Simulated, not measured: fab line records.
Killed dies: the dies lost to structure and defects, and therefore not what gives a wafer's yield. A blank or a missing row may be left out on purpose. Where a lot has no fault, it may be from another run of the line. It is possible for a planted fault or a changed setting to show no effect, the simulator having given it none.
Problem report in the 8D (eight disciplines) form, filled by code | flow sfq-line | the parts of the form that need people (team, actions taken, sign-off) are left out

1. PROBLEM STATEMENT
run-length-s at SFQ_TRILAYER_I6_DEP_PECVD_165 reads a mean of 113.8 s on 2 wafers of 2 lots; wafers without a fault read 138.7 s with a standard deviation of 0.66. Measured from the usual mean, that is -38 standard deviations.
The step: deposits SiO2 from SiH4/N2O, time 111.11 s, target thk 500 nm.
First observed at day 83 14:13: wafer L682.4, on pecvd-03. The record has a number at this step for 40 wafers belonging to 14 lots. Rule for "out" (also "out of limits"): further than 4 standard deviations from the usual mean. The rest of the wafers with a number are treated as sound.

2. WHAT IT IS, AND WHAT IT ISN'T
question                    | is                | is not
which readings at this step | run-length-s      | heater-power-w, throttle-valve-pct
which lots                  | L682, L684        | L667, L668, L669, L672, L673, L674, L675, L676, L677, L678, L679, L688
which wafers of those lots  | L682.4, L684.4    | L682.1, L684.1
read on which tools         | pecvd-03          | pecvd-02, pecvd-04
when                        | from day 83 14:13 | up to then (34 sound wafers); but 4 sound wafers of L684, L688 came after

3. SUSPECTS, AND WHAT RULES EACH OUT
Counting: any tool at a process step up to the reading remains a suspect provided it ran every lot that is out. Sound lots after the first of them don't rule it out here, since some wafers of a struck lot are sound.
- pecvd-03 at SFQ_TRILAYER_I6_DEP_PECVD_165 (deposits SiO2 from SiH4/N2O, time 111.11 s, target thk 500 nm): kept. It ran every lot that is out, first L682 (day 83 14:13); its last sound lot up to then is L679 (day 82 14:03). On those wafers its own readings are out: run-length-s.
The count leaves pecvd-03 at SFQ_TRILAYER_I6_DEP_PECVD_165.

4. THE CAUSE (what the simulator had put in)
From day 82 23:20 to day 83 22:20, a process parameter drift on pecvd-03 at SFQ_TRILAYER_I6_DEP_PECVD_165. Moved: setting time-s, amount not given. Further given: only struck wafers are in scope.
Counting left only this tool.

5. THE EFFECT CHAIN, in route order
Each row: a reading where the mean over the struck wafers with a number is more than 3 standard deviations away from the usual. Only readings whose record carries a usual standard deviation are examined. hours: median over the lots of the time between each lot's start at the first step of this table that gives one and its start at this step. sigmas: the change, counted in usual standard deviations.
hours | step                          | reading            | usual   | on struck wafers | change | sigmas
0     | SFQ_TRILAYER_I6_DEP_PECVD_165 | run-length-s       | 138.7 s | 113.8            | -24.8  | -38
2     | SFQ_TRILAYER_I6_CMP_CMP_166   | time-to-endpoint-s | 221 s   | 146              | -74    | -8.8
Its process steps:
- SFQ_TRILAYER_I6_DEP_PECVD_165: deposits SiO2 from SiH4/N2O, time 111.11 s, target thk 500 nm.
- SFQ_TRILAYER_I6_CMP_CMP_166: polishes SiO2.

6. HOW IT WOULD HAVE BEEN CAUGHT EARLIER
First out-of-limits reading in this record: day 83 14:13, which is 15 hours after fault onset at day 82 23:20.
